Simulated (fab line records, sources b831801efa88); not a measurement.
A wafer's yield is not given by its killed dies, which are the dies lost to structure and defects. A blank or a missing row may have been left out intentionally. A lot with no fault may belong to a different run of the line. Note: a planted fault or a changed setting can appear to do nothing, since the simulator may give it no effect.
8D (eight disciplines) problem report, filled in by code ; flow sky130 ; the parts of the form that need people (team, actions taken, sign-off) are left out

== 1. WHAT IS WRONG ==
A mean of 1049 W is read at SKY_VIA2_ETCH_15 for bias-w, taken on 1 wafer of 1 lot, against 1200 W (standard deviation 3.6) on wafers free of any fault. Measured from the usual mean, that is -42 standard deviations.
The step: etches SiO2 in C4F8/O2/Ar, stops on TiN, target depth 546 nm, time 84 s.
Seen first at day 39 18:49 on rie-diel-04, wafer L742.6. Wafers with a number at this step in the record: 15, from 5 lots. Rule for "out", or "out of limits": more than 4 standard deviations from the usual mean. The other wafers with a number count as sound.

== 2. WHAT IT IS AND WHAT IT IS NOT ==
question;is;is not
which readings at this step;bias-w;oes-product-au, rf-fwd-power-W
which lots;L742;L737, L749, L751, L753
which wafers of those lots;L742.6;L742.1, L742.2
read on which tools;rie-diel-04;rie-diel-01, rie-diel-03
when;from day 39 18:49;"up to then (5 sound wafers); but 9 sound wafers of L749, L751, L753 came after"

== 3. SUSPECTS, AND WHAT RULES EACH OUT ==
Counting: any tool at a process step up to the reading remains a suspect provided it ran every lot that is out. Sound lots after the first of them don't rule it out here, since some wafers of a struck lot are sound.
- rie-diel-04 at SKY_VIA2_ETCH_14 (etches BARC in N2/H2, stops on SiO2, time 45.9 s, target depth 60 nm): kept. It ran the lot that is out, L742 (day 39 18:47).
- rie-diel-04 at SKY_VIA2_ETCH_15 (etches SiO2 in C4F8/O2/Ar, stops on TiN, target depth 546 nm, time 84 s): kept. It ran the lot that is out, L742 (day 39 18:49). On those wafers its own readings are out: bias-w.
- In rie-diel-04 at SKY_VIA2_ETCH_14, the wafers that are out were processed in chamber 3 and their sound lot-mates in chambers 0, 2.
- In rie-diel-04 at SKY_VIA2_ETCH_15, the wafers that are out were processed in chamber 3 and their sound lot-mates in chambers 0, 2.
Remaining after the count are rie-diel-04 at SKY_VIA2_ETCH_14 and rie-diel-04 at SKY_VIA2_ETCH_15.

== 4. THE CAUSE (what the simulator had put in) ==
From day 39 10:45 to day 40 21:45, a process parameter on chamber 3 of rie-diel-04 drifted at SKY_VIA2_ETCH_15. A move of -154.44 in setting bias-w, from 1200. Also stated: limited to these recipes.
2 suspects survive the count, and this tool is in that group.

== 5. THE EFFECT CHAIN, in route order ==
Rows list readings where the struck wafers' mean (over those with a number) sits beyond 3 standard deviations from the usual. Scope: only readings with a usual standard deviation given in the record; hours: median across lots of the time from each lot's start at the first step in this table that gives one to its start at this step; sigmas: change in usual standard deviations.
hours;step;reading;usual;on struck wafers;change;sigmas
0;SKY_VIA2_ETCH_15;bias-w;1200 W;1049;-151;-42
It contains these process steps:
- SKY_VIA2_ETCH_15: etches SiO2 in C4F8/O2/Ar, stops on TiN, target depth 546 nm, time 84 s.

== 6. WHAT WOULD HAVE CAUGHT IT SOONER ==
First out-of-limits reading in this record: day 39 18:49, which is 8 hours after fault onset at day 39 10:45.
